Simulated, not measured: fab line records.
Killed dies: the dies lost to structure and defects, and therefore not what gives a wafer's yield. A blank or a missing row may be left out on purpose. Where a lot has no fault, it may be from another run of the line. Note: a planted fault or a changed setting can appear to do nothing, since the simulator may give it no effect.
fab line records | flow sky130
[record] lots = 6 | wafers = 18 | last-day = 50
route steps=708 shown SONOS_ONO@171 PAD_OPEN@708
lots untouched by any fault: they come from a run of this same line in which no faults occurred
start-h: the number of hours between the record's first day and the start of the first shown wafer of the lot | wait-h: hours elapsed since this lot's preceding step | " identical to the entry in the row above | L1.1+2: a row that stands for several wafers | - no value, or no start was given | * or withheld: withheld | < > ~ a bound
route shown NAME@n: names a module that has steps shown in the file, with the first one's number in the route | usual: the fault-free wafers' mean and standard deviation | same: alike in all rows | chamber/n: place in a boat | sites: readings site by site | _std_site: standard deviation of those values | _edge_site: mean of outer sites minus mean of inner sites | radius-mm: for every site, how far away it sits from the centre of the wafer | mask NAME#n: copy n | behind: tool/chamber where the wafer was last shaped | hold: why the lot was held/for how many hours/how that ended | device: the transistor (n, p or np) that didn't switch | end of line: tests run on the same wafers once the route is complete | where a step has no rows: the recipe by itself | killed: the dies lost at the first sort to structure and to defects; this is not the yield of the wafer | map: dies across one wafer; x = killed, . = not, _ = none there
set.NAME: the setting the step ran with; set.NAME@STEP: the setting that earlier step ran with | model.NAME: the simulator's own value behind a step, which no gauge read
lots at selected steps of the route; one table per step, one row per wafer
services: when a tool's chamber went out of use (start-h, in hours from the record's first day, below 0 if earlier), for how many hours, and the reason
[[steps]]
[step SKY_SONOS_ONO_THK_MEAS_03]
[recipe] reads = Si3N4_of_SONOS_ONO_CVD_02
[usual] SONOS_ONO_CVD_02_THK = 10.42/0.15
lot.wafer | tool          | chamber | start-h | wait-h | SONOS_ONO_CVD_02_THK[nm]
L444.2    | film-metro-03 | -       | 274.48  | 0.0    | 10.43
L444.4    | "             | -       | "       | "      | 10.40
L444.5    | "             | -       | "       | "      | 10.46
L452.1    | film-metro-04 | -       | 341.79  | 0.0    | 10.34
L452.2    | "             | -       | "       | "      | 10.34
L452.6    | "             | -       | "       | "      | 10.46
L454.1    | film-metro-03 | -       | 354.95  | 0.0    | 10.44
L454.2    | "             | -       | "       | "      | 10.26
L454.3    | "             | -       | "       | "      | 10.40
L455.3    | film-metro-01 | -       | 362.16  | 0.0    | 10.72
L455.4    | "             | -       | "       | "      | 10.60
L455.6    | "             | -       | "       | "      | 10.58
L462.3    | film-metro-03 | -       | 406.78  | 0.0    | 10.48
L462.5    | "             | -       | "       | "      | 10.49
L462.6    | "             | -       | "       | "      | 10.28
L463.1    | film-metro-01 | -       | 416.91  | 0.0    | 10.46
L463.2    | "             | -       | "       | "      | 10.45
L463.4    | "             | -       | "       | "      | 10.53
[step SKY_SONOS_ONO_CVD_04]
[recipe] material = SiO2 | precursor = SiH4/N2O | target-thk-nm = 5.7199 | temp-c = 900 | pressure-mtorr = 400
[step SKY_SONOS_ONO_THK_MEAS_05]
[recipe] reads = SiO2_of_SONOS_ONO_CVD_04
[usual] SONOS_ONO_CVD_04_THK = 5.66/0.11
lot.wafer | tool          | chamber | start-h | wait-h | SONOS_ONO_CVD_04_THK[nm]
L444.2    | film-metro-04 | -       | 277.50  | 0.0    | 5.57
L444.4    | "             | -       | "       | "      | 5.58
L444.5    | "             | -       | "       | "      | 5.58
L452.1    | film-metro-03 | -       | 343.10  | 0.0    | 5.80
L452.2    | "             | -       | "       | "      | 5.84
L452.6    | "             | -       | "       | "      | 5.85
L454.1    | film-metro-01 | -       | 356.26  | 0.0    | 5.71
L454.2    | "             | -       | "       | "      | 5.69
L454.3    | "             | -       | "       | "      | 5.75
L455.3    | film-metro-03 | -       | 363.47  | 0.0    | 5.71
L455.4    | "             | -       | "       | "      | 5.80
L455.6    | "             | -       | "       | "      | 5.59
L462.3    | film-metro-01 | -       | 408.09  | 0.0    | 5.64
L462.5    | "             | -       | "       | "      | 5.61
L462.6    | "             | -       | "       | "      | 5.72
L463.1    | film-metro-04 | -       | 418.22  | 0.0    | 5.61
L463.2    | "             | -       | "       | "      | 5.45
L463.4    | "             | -       | "       | "      | 5.52
[step SKY_SONOS_ONO_DEHYDRATE_06]
[recipe] temp-c = 200 | time-s = 60
[step SKY_SONOS_ONO_HMDS_07]
[recipe] prime-time-s = 60 | prime-temp-c = 120
[step SKY_SONOS_ONO_COAT_08]
[recipe] resist = NOVOLAK | spin-rpm = 3000 | resist-thk-nm = 1140
[step SKY_SONOS_ONO_SOFTBAKE_09]
[recipe] temp-c = 90 | time-s = 60 | resist = NOVOLAK
[step SKY_SONOS_ONO_EXPOSE_10]
[recipe] mask-id = ONOM | target-cd-nm = 410 | na = 0.6 | source-shape = conventional | sigma-outer = 0.6 | dose-mj = 150
[step SKY_SONOS_ONO_PEB_11]
[recipe] temp-c = withheld | time-s = * | resist = NOVOLAK
[step SKY_SONOS_ONO_DEVELOP_12]
[recipe] develop-time-s = 60 | dev-temp-c = 23
[step SKY_SONOS_ONO_CD_MEAS_13]
[recipe] target-cd-nm = 410
[usual] cd-nm = 410.2/2.7
lot.wafer | tool      | chamber | start-h | wait-h | cd-nm
L444.2    | cd-sem-02 | -       | 301.64  | 0.1    | 410.5
L444.4    | "         | -       | "       | "      | 410.1
L444.5    | "         | -       | "       | "      | 412.0
L452.1    | cd-sem-01 | -       | 370.59  | 0.1    | 414.0
L452.2    | "         | -       | "       | "      | 412.1
L452.6    | "         | -       | "       | "      | 413.7
L454.1    | cd-sem-02 | -       | 384.84  | 0.1    | 413.2
L454.2    | "         | -       | "       | "      | 411.6
L454.3    | "         | -       | "       | "      | 412.0
L455.3    | cd-sem-01 | -       | 391.36  | 0.1    | 410.8
L455.4    | "         | -       | "       | "      | 409.4
L455.6    | "         | -       | "       | "      | 409.9
L462.3    | cd-sem-02 | -       | 438.56  | 0.1    | 407.7
L462.5    | "         | -       | "       | "      | 409.3
L462.6    | "         | -       | "       | "      | 408.6
L463.1    | cd-sem-02 | -       | 448.35  | 0.1    | 411.9
L463.2    | "         | -       | "       | "      | 409.8
L463.4    | "         | -       | "       | "      | 411.5
[step SKY_SONOS_ONO_OVL_MEAS_14]
[usual] SONOS_ONO_OVL = 0.0/1.3
lot.wafer | tool       | chamber | start-h | wait-h | SONOS_ONO_OVL[nm]
L444.2    | overlay-01 | -       | 301.75  | 0.1    | -1.2
L444.4    | "          | -       | "       | "      | -1.4
L444.5    | "          | -       | "       | "      | -0.5
L452.1    | overlay-02 | -       | 370.71  | 0.1    | 1.7
L452.2    | "          | -       | "       | "      | -0.8
L452.6    | "          | -       | "       | "      | 0.5
L454.1    | overlay-02 | -       | 384.96  | 0.1    | -0.3
L454.2    | "          | -       | "       | "      | 1.3
L454.3    | "          | -       | "       | "      | 2.5
L455.3    | overlay-01 | -       | 391.45  | 0.1    | 1.0
L455.4    | "          | -       | "       | "      | 0.4
L455.6    | "          | -       | "       | "      | -1.1
L462.3    | overlay-01 | -       | 438.65  | 0.1    | -2.4
L462.5    | "          | -       | "       | "      | -1.3
L462.6    | "          | -       | "       | "      | -1.6
L463.1    | overlay-02 | -       | 448.47  | 0.1    | -0.5
L463.2    | "          | -       | "       | "      | 0.3
L463.4    | "          | -       | "       | "      | 0.0
[step SKY_SONOS_ONO_ETCH_15]
[recipe] target-depth-nm = 19.52 | chemistry = CHF3/O2 | source-w = 600 | bias-w = 206.2 | pressure-mtorr = 40 | chf3-flow-sccm = 50 | O2_flow_sccm = 5 | time-s = 7.8
[usual] O2_flow_sccm = 4.999/0.016 | drypump-motor-current-A = 5.8/0.39 | oes-product-au = 1.004/0.012 | throttle-valve-pct = 8.826/0.0096
lot.wafer | tool        | chamber | start-h | wait-h | O2_flow_sccm | drypump-motor-current-A | oes-product-au | rf-hours-counter-h | throttle-valve-pct | model.etch.depth-nm | model.SONOS_ONO.feature-depth-nm | model.NOVOLAK_of_SONOS_ONO_COAT_08.thk-nm
L444.2    | rie-diel-03 | 1       | 301.78  | 0.0    | 5.019        | 5.7                     | 1.010          | 32                 | 8.832              | 19.55               | 19.55                            | 1123
L444.4    | "           | 2       | "       | "      | 5.005        | 5.6                     | 1.001          | 2                  | 8.816              | 19.57               | 19.57                            | 1122
L444.5    | "           | 1       | "       | "      | 4.995        | 5.7                     | 1.000          | -                  | 8.836              | 19.38               | 19.38                            | 1122
L452.1    | rie-diel-04 | 2       | 370.74  | 0.0    | 4.976        | 6.3                     | 1.023          | 111                | 8.822              | 20.02               | 20.02                            | 1126
L452.2    | "           | 1       | "       | "      | 4.975        | 6.7                     | 0.997          | 73                 | 8.815              | 19.34               | 19.34                            | 1132
L452.6    | "           | 2       | "       | "      | 4.993        | 6.3                     | 1.016          | -                  | 8.841              | 19.99               | 19.99                            | 1131
L454.1    | rie-diel-04 | 2       | 384.99  | 0.0    | 5.014        | 6.3                     | 1.011          | 111                | 8.827              | 10.73               | 10.73                            | 1132
L454.2    | "           | 1       | "       | "      | 4.987        | 6.7                     | 0.993          | 73                 | 8.816              | 10.24               | 10.24                            | 1132
L454.3    | "           | 3       | "       | "      | 5.007        | 5.5                     | 1.006          | 88                 | 8.803              | 10.6                | 10.6                             | 1131
L455.3    | rie-diel-04 | 2       | 391.48  | 0.0    | 5.024        | 6.3                     | 1.006          | 111                | 8.818              | 10.59               | 10.59                            | 1130
L455.4    | "           | 3       | "       | "      | 4.986        | 5.5                     | 1.015          | 88                 | 8.836              | 10.63               | 10.63                            | 1130
L455.6    | "           | 0       | "       | "      | 4.997        | 5.6                     | 1.010          | -                  | 8.834              | 10.57               | 10.57                            | 1132
L462.3    | rie-diel-03 | 0       | 438.68  | 0.0    | 4.999        | 5.6                     | 0.993          | 54                 | 8.810              | 19.25               | 19.25                            | 1125
L462.5    | "           | 2       | "       | "      | 5.000        | 5.6                     | 1.005          | -                  | 8.827              | 19.45               | 19.45                            | 1127
L462.6    | "           | 3       | "       | "      | 4.988        | 5.5                     | 1.028          | -                  | 8.827              | 20.28               | 20.28                            | 1126
L463.1    | rie-diel-03 | 1       | 448.51  | 0.0    | 5.012        | 5.6                     | 1.001          | 34                 | 8.825              | 19.63               | 19.63                            | 1122
L463.2    | "           | 0       | "       | "      | 5.001        | 5.7                     | 0.997          | 55                 | 8.827              | 19.44               | 19.44                            | 1121
L463.4    | "           | 3       | "       | "      | 5.006        | 5.5                     | 1.031          | -                  | 8.833              | 20.26               | 20.26                            | 1119
[step SKY_SONOS_ONO_WET_ETCH_16]
[recipe] chemistry = dHF | target-depth-nm = 14 | dry = n2-spin | target = SiO2 | dilution = 100:1 | temp-c = 25 | time-s = 280
[step SKY_PAD_OPEN_PROBE_99]
[usual] killed_at_M0_to_M3 = 45/7.1 | killed_at_M4_up = 3.0/1.8 | killed-at-contacts = 24/5.4 | killed-at-front-end = 16/4.9 | killed-at-other = 0.3/0.63 | killed-dies = 88/11 | killed-open = 47/7.4 | killed-short = 40/7
[same] gross-dies = 492 | killed-at-back-side = 0
lot.wafer | tool      | chamber | start-h | wait-h | killed_at_M0_to_M3 | killed_at_M4_up | killed-at-contacts | killed-at-front-end | killed-at-other | killed-dies | killed-open | killed-short | model.etest.nfet_16v.r-on-ohm-um | model.etest.pfet_16v.r-on-ohm-um | model.etest.pfet-g5v0d10v5.r-on-ohm-um | model.etest.nfet-g5v0d10v5.r-on-ohm-um | model.etest.nfet-g5v0d10v5.drive-ua-um | model.etest.tip-sonos.rs-ohm-sq | model.etest.nfet_05v0_nvt.drive-ua-um | model.etest.nfet_16v.drive-ua-um
L444.2    | prober-01 | -       | 1089.73 | 0.1    | 55                 | 2               | 33                 | 12                  | 0               | 102         | 54          | 48           | 1.401e+04                        | 1.533e+04                        | 4813                                   | 1909                                   | 602.8                                  | 2603                            | 574.5                                 | 222
L444.4    | prober-01 | -       | 1089.83 | 0.2    | 43                 | 3               | 24                 | 11                  | 0               | 81          | 47          | 33           | 1.393e+04                        | 1.55e+04                         | 4815                                   | 1885                                   | 620.2                                  | 2550                            | 582.1                                 | 226.7
L444.5    | prober-01 | -       | 1089.88 | 0.2    | 49                 | 1               | 28                 | 11                  | 0               | 89          | 40          | 48           | 1.4e+04                          | 1.543e+04                        | 4808                                   | 1889                                   | 609.5                                  | 2581                            | 579.7                                 | 224.2
L452.1    | prober-01 | -       | 1140.02 | 0.1    | 53                 | 4               | 40                 | 13                  | 1               | 111         | 60          | 51           | 1.439e+04                        | 1.513e+04                        | 4806                                   | 1913                                   | 586.7                                  | 2784                            | 561.8                                 | 213.4
L452.2    | prober-01 | -       | 1140.07 | 0.1    | 49                 | 0               | 22                 | 29                  | 0               | 100         | 55          | 45           | 1.458e+04                        | 1.573e+04                        | 4862                                   | 1929                                   | 588.2                                  | 2816                            | 557.9                                 | 212.7
L452.6    | prober-01 | -       | 1140.27 | 0.2    | 49                 | 3               | 20                 | 17                  | 0               | 89          | 56          | 33           | 1.452e+04                        | 1.512e+04                        | 4884                                   | 1951                                   | 586.2                                  | 2832                            | 556                                   | 212.1
L454.1    | prober-01 | -       | 1150.35 | 0.1    | 47                 | 2               | 22                 | 23                  | 1               | 95          | 46          | 49           | 1.768e+04                        | 1.66e+04                         | 5540                                   | 2457                                   | 405.4                                  | 2806                            | 428.5                                 | 134.7
L454.2    | prober-01 | -       | 1150.40 | 0.1    | 41                 | 4               | 23                 | 16                  | 0               | 84          | 50          | 34           | 1.774e+04                        | 1.625e+04                        | 5565                                   | 2457                                   | 405.8                                  | 2783                            | 426.7                                 | 134.9
L454.3    | prober-01 | -       | 1150.45 | 0.2    | 46                 | 5               | 23                 | 17                  | 0               | 91          | 46          | 44           | 1.774e+04                        | 1.663e+04                        | 5567                                   | 2463                                   | 402.3                                  | 2799                            | 426                                   | 134.1
L455.3    | prober-02 | -       | 1155.10 | 0.2    | 43                 | 3               | 18                 | 14                  | 0               | 78          | 47          | 31           | 1.788e+04                        | 1.629e+04                        | 5502                                   | 2471                                   | 390.1                                  | 2763                            | 418.5                                 | 130.9
L455.4    | prober-02 | -       | 1155.15 | 0.2    | 30                 | 2               | 19                 | 20                  | 1               | 72          | 32          | 40           | 1.801e+04                        | 1.664e+04                        | 5530                                   | 2463                                   | 389.5                                  | 2785                            | 417.7                                 | 128.6
L455.6    | prober-02 | -       | 1155.25 | 0.2    | 57                 | 0               | 15                 | 17                  | 0               | 89          | 38          | 51           | 1.805e+04                        | 1.622e+04                        | 5557                                   | 2528                                   | 388.8                                  | 2795                            | 417.6                                 | 128.5
L462.3    | prober-01 | -       | 1184.79 | 0.2    | 48                 | 3               | 31                 | 8                   | 0               | 90          | 46          | 44           | 1.426e+04                        | 1.537e+04                        | 4781                                   | 1905                                   | 598.6                                  | 2640                            | 566.3                                 | 218.2
L462.5    | prober-01 | -       | 1184.89 | 0.2    | 37                 | 2               | 20                 | 11                  | 1               | 71          | 37          | 34           | 1.404e+04                        | 1.47e+04                         | 4799                                   | 1900                                   | 599.8                                  | 2653                            | 571                                   | 221.2
L462.6    | prober-01 | -       | 1184.94 | 0.2    | 49                 | 2               | 25                 | 10                  | 1               | 87          | 46          | 41           | 1.417e+04                        | 1.539e+04                        | 4759                                   | 1909                                   | 595.5                                  | 2662                            | 568                                   | 216.6
L463.1    | prober-02 | -       | 1188.41 | 0.1    | 46                 | 7               | 26                 | 11                  | 0               | 90          | 45          | 45           | 1.436e+04                        | 1.549e+04                        | 4888                                   | 1911                                   | 598.6                                  | 2594                            | 569                                   | 220.2
L463.2    | prober-02 | -       | 1188.46 | 0.1    | 29                 | 5               | 28                 | 14                  | 0               | 76          | 34          | 42           | 1.418e+04                        | 1.488e+04                        | 4734                                   | 1880                                   | 605.9                                  | 2564                            | 577.4                                 | 222.5
L463.4    | prober-02 | -       | 1188.56 | 0.2    | 36                 | 1               | 26                 | 21                  | 0               | 84          | 56          | 28           | 1.42e+04                         | 1.506e+04                        | 4787                                   | 1882                                   | 607.1                                  | 2528                            | 577.6                                 | 223.9
// killed by level:class
L444.2 CONTACT:geometric-particle:open=12 VIA1:geometric-particle:open=12 VIA2:geometric-particle:open=10 METAL1:geometric-particle:short=7 CONTACT:geometric-particle:short=6 VIA3:geometric-particle:open=6 LI_CONTACT:geometric-particle:open=5 LOCAL_INTERCONNECT:geometric-particle:short=5
L444.4 VIA1:geometric-particle:open=16 CONTACT:geometric-particle:open=9 LI_CONTACT:geometric-particle:open=5 VIA1:geometric-particle:short=5 METAL2:geometric-particle:short=5 VIA3:geometric-particle:open=5 POLY_GATE:geometric-particle:open=3 LOCAL_INTERCONNECT:geometric-particle:short=3
L444.5 VIA2:geometric-particle:open=9 METAL2:geometric-particle:short=9 VIA3:geometric-particle:open=8 LOCAL_INTERCONNECT:geometric-particle:short=7 CONTACT:geometric-particle:open=7 CONTACT:geometric-particle:short=7 VIA1:geometric-particle:open=6 METAL1:geometric-particle:short=5
L452.1 CONTACT:geometric-particle:open=16 VIA1:geometric-particle:open=15 CONTACT:geometric-particle:short=8 VIA3:geometric-particle:open=8 LOCAL_INTERCONNECT:geometric-particle:short=7 METAL2:geometric-particle:short=6 VIA2:geometric-particle:open=6 METAL3:geometric-particle:short=6
L452.2 VIA1:geometric-particle:open=16 FIELD_ISO:geometric-particle:short=12 VIA3:geometric-particle:open=7 LI_CONTACT:geometric-particle:open=7 CONTACT:geometric-particle:open=7 FIELD_ISO:geometric-particle:open=6 POLY_GATE:geometric-particle:short=6 METAL1:geometric-particle:short=5
L452.6 VIA1:geometric-particle:open=16 CONTACT:geometric-particle:open=11 VIA3:geometric-particle:open=9 FIELD_ISO:geometric-particle:short=6 VIA2:geometric-particle:open=6 VIA1:geometric-particle:short=5 METAL2:geometric-particle:short=4 CONTACT:geometric-particle:short=3
L454.1 METAL1:geometric-particle:short=10 POLY_GATE:geometric-particle:open=9 CONTACT:geometric-particle:open=7 CONTACT:geometric-particle:short=7 LI_CONTACT:geometric-particle:open=6 VIA2:geometric-particle:open=6 VIA1:geometric-particle:short=6 VIA1:geometric-particle:open=6
L454.2 VIA2:geometric-particle:open=10 CONTACT:geometric-particle:open=9 VIA1:geometric-particle:short=8 FIELD_ISO:geometric-particle:open=7 LI_CONTACT:geometric-particle:open=7 VIA1:geometric-particle:open=6 VIA2:geometric-particle:short=4 METAL1:geometric-particle:short=4
L454.3 VIA1:geometric-particle:open=11 CONTACT:geometric-particle:open=8 VIA2:geometric-particle:open=8 LI_CONTACT:geometric-particle:open=7 METAL1:geometric-particle:short=7 FIELD_ISO:geometric-particle:short=5 POLY_GATE:geometric-particle:short=5 METAL4:geometric-particle:short=5
L455.3 VIA1:geometric-particle:open=11 METAL1:geometric-particle:short=8 POLY_GATE:geometric-particle:open=7 CONTACT:geometric-particle:open=7 METAL2:geometric-particle:short=6 VIA2:geometric-particle:open=5 LOCAL_INTERCONNECT:geometric-particle:short=4 METAL1:geometric-particle:open=4
L455.4 CONTACT:geometric-particle:open=8 POLY_GATE:geometric-particle:short=6 METAL1:geometric-particle:short=6 FIELD_ISO:geometric-particle:open=5 FIELD_ISO:geometric-particle:short=5 VIA3:geometric-particle:short=5 METAL2:geometric-particle:short=5 VIA2:geometric-particle:open=5
L455.6 VIA1:geometric-particle:open=13 METAL1:geometric-particle:short=9 METAL2:geometric-particle:short=8 VIA1:geometric-particle:short=6 POLY_GATE:geometric-particle:short=5 LI_CONTACT:geometric-particle:short=5 VIA2:geometric-particle:open=5 FIELD_ISO:geometric-particle:open=4
L462.3 CONTACT:geometric-particle:open=13 VIA2:geometric-particle:open=8 METAL2:geometric-particle:short=7 LI_CONTACT:geometric-particle:short=6 METAL1:geometric-particle:short=6 VIA3:geometric-particle:open=6 LI_CONTACT:geometric-particle:open=5 VIA1:geometric-particle:open=5
L462.5 VIA2:geometric-particle:open=9 CONTACT:geometric-particle:open=7 VIA3:geometric-particle:open=7 CONTACT:geometric-particle:short=6 LI_CONTACT:geometric-particle:open=5 POLY_GATE:geometric-particle:short=4 METAL3:geometric-particle:short=4 METAL1:geometric-particle:short=4
L462.6 VIA2:geometric-particle:open=10 VIA3:geometric-particle:open=10 CONTACT:geometric-particle:open=8 METAL1:geometric-particle:short=7 LI_CONTACT:geometric-particle:open=6 LOCAL_INTERCONNECT:geometric-particle:short=6 METAL2:geometric-particle:short=6 VIA1:geometric-particle:open=5
L463.1 VIA1:geometric-particle:open=8 LI_CONTACT:geometric-particle:open=7 METAL1:geometric-particle:short=7 VIA3:geometric-particle:open=7 CONTACT:geometric-particle:short=6 VIA2:geometric-particle:open=6 VIA3:geometric-particle:short=6 METAL2:geometric-particle:short=5
L463.2 CONTACT:geometric-particle:open=9 VIA1:geometric-particle:open=8 LOCAL_INTERCONNECT:geometric-particle:short=6 METAL2:geometric-particle:short=6 LI_CONTACT:geometric-particle:short=5 LI_CONTACT:geometric-particle:open=5 FIELD_ISO:geometric-particle:short=4 VIA2:geometric-particle:open=4
L463.4 LI_CONTACT:geometric-particle:open=11 CONTACT:geometric-particle:open=8 FIELD_ISO:geometric-particle:open=7 VIA2:geometric-particle:open=7 VIA3:geometric-particle:open=7 POLY_GATE:geometric-particle:open=6 VIA1:geometric-particle:open=5 CONTACT:geometric-particle:short=4
[[services]]
tool        | chamber | start-h | hours | kind
rie-diel-04 | 0       | 296.52  | 4.8   | repair
rie-diel-03 | -       | 307.18  | 0.4   | repair
rie-diel-03 | 1       | 320.06  | 2.6   | repair
rie-diel-04 | 0       | 379.58  | 10.3  | repair
rie-diel-04 | 2       | 394.07  | -     | clean
rie-diel-04 | 2       | 394.07  | 19.5  | scheduled-down
rie-diel-04 | 2       | 394.07  | 19.5  | vent-cycle
rie-diel-03 | 3       | 398.34  | -     | clean
rie-diel-03 | 3       | 398.34  | 15.3  | scheduled-down
rie-diel-03 | 3       | 398.34  | 15.3  | vent-cycle
rie-diel-03 | 2       | 447.26  | 1.6   | repair
[[key]]
first-sign none at tools or gauges
[model-effect] step = SKY_SONOS_ONO_ETCH_15 | value = etch.depth-nm | without = 19.74 | struck = 10.56
[model-effect] step = SKY_PAD_OPEN_PROBE_99 | value = etest.nfet_16v.r-on-ohm-um | without = 1.415e+04 | struck = 1.785e+04
met-at SKY_SONOS_ONO_ETCH_15
struck-wafers L454.1,L454.2,L454.3,L455.3,L455.4,L455.6
tester-left-out L454,L455
onset-between 370.74 384.99
[fault] kind = process-parameter-drift | tool = rie-diel-04 | chamber = - | onset-h = 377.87 | steps = SKY_SONOS_ONO_ETCH_15 | channel = time-s | offset = * | shape = step | end-h = 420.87 | acts-in = * | stated = *
// tester-left-out: of these lots the tester's yield and bins aren't shown, on N5 and GAA mostly nor the transistor test; their killed dies are dies lost to structure and defects alone, not to doping, threshold or leakage, so they don't give the yield
